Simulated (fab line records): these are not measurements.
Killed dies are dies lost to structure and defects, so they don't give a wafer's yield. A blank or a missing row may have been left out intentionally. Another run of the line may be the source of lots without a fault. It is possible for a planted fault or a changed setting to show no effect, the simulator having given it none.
Code-filled problem report in 8D (eight disciplines) form	flow gf180mcu	the parts of the form that need people (team, actions taken, sign-off) are left out

## 1. THE PROBLEM
HV_LDD_4_TW at GF_HV_LDD_TW_MEAS_50 reads a mean of 533 on 6 wafers of 2 lots; wafers without a fault read 571 with a standard deviation of 3.7. That is -10 standard deviations from the usual mean.
First observed at day 19 12:37: wafer L779.2, on filmMetro-04. Wafers with a number at this step in the record: 42, from 14 lots. By rule, "out" or "out of limits" means more than 4 standard deviations away from the usual mean. Any other wafer with a number is counted as sound.

## 2. WHAT THIS IS AND IS NOT
question	is	is not
which readings at this step	HV_LDD_4_TW	-
which lots	L779, L781	L758, L760, L761, L762, L763, L764, L765, L767, L770, L771, L778, L780
which wafers of those lots	all that have a number	-
read on which gauges	filmMetro-01, filmMetro-04	filmMetro-03
when	from day 19 12:37	up to then (33 sound wafers); but 3 sound wafers of L780 came after

## 3. SUSPECTS, AND WHAT RULES EACH OUT
Counting: any tool at a process step up to the reading is kept as a suspect provided that every lot that is out went through it and no sound lot did after the first of them.
- the gauge at GF_HV_LDD_TW_MEAS_50: ruled out. Those wafers that are out were read across 2 gauges (filmMetro-01, filmMetro-04).
- implanter-01 at GF_HV_LDD_IMPLANT_48: kept. All lots that are out passed through it, beginning with L779 at day 19 12:23, and no sound lot followed; its final sound lot before that point was L767 at day 15 10:29. Out on those wafers are its own readings of beamEnergyKeV.
Left after counting: implanter-01 at GF_HV_LDD_IMPLANT_48.

## 4. THE CAUSE (what the simulator had put in)
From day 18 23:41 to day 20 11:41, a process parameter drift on implanter-01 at GF_HV_LDD_IMPLANT_48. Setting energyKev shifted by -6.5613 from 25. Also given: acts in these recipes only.
Only this tool survived the counting.

## 5. THE CHAIN OF EFFECTS, in route order
Rows list readings where the struck wafers' mean (over those with a number) sits beyond 3 standard deviations from the usual. Only readings for which the record gives a usual standard deviation are gone through. hours: the time from each lot's start at the first step in this table that gives one to its start at this step, as a median over the lots. sigmas: the change in usual standard deviations.
hours	step	reading	usual	on struck wafers	change	sigmas
0	GF_HV_LDD_IMPLANT_48	beamEnergyKeV	25.001	18.443	-6.558	-99 or more
0	GF_HV_LDD_TW_MEAS_50	HV_LDD_4_TW	571	533	-38	-10
The process steps in it:
- GF_HV_LDD_IMPLANT_48
Later steps that measure or inspect, where all struck wafers having a row at the step show a number for every such reading and not one has moved that far: GF_NSD_CD_MEAS_07.

## 6. WHAT WOULD HAVE CAUGHT IT SOONER
The first out-of-limits reading at a measuring or inspecting step in this record came at day 19 12:37, 13 hours after the fault's start at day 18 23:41.
At GF_HV_LDD_IMPLANT_48, the tool's own readings (beamEnergyKeV) were out on each struck wafer the step has a row for, so an alarm limit on them would have fired on the first such wafer.
L781, from the lots that are out (2), started GF_HV_LDD_IMPLANT_48 on implanter-01 later than day 19 12:37. It would have been spared by a hold on the tool at that moment.
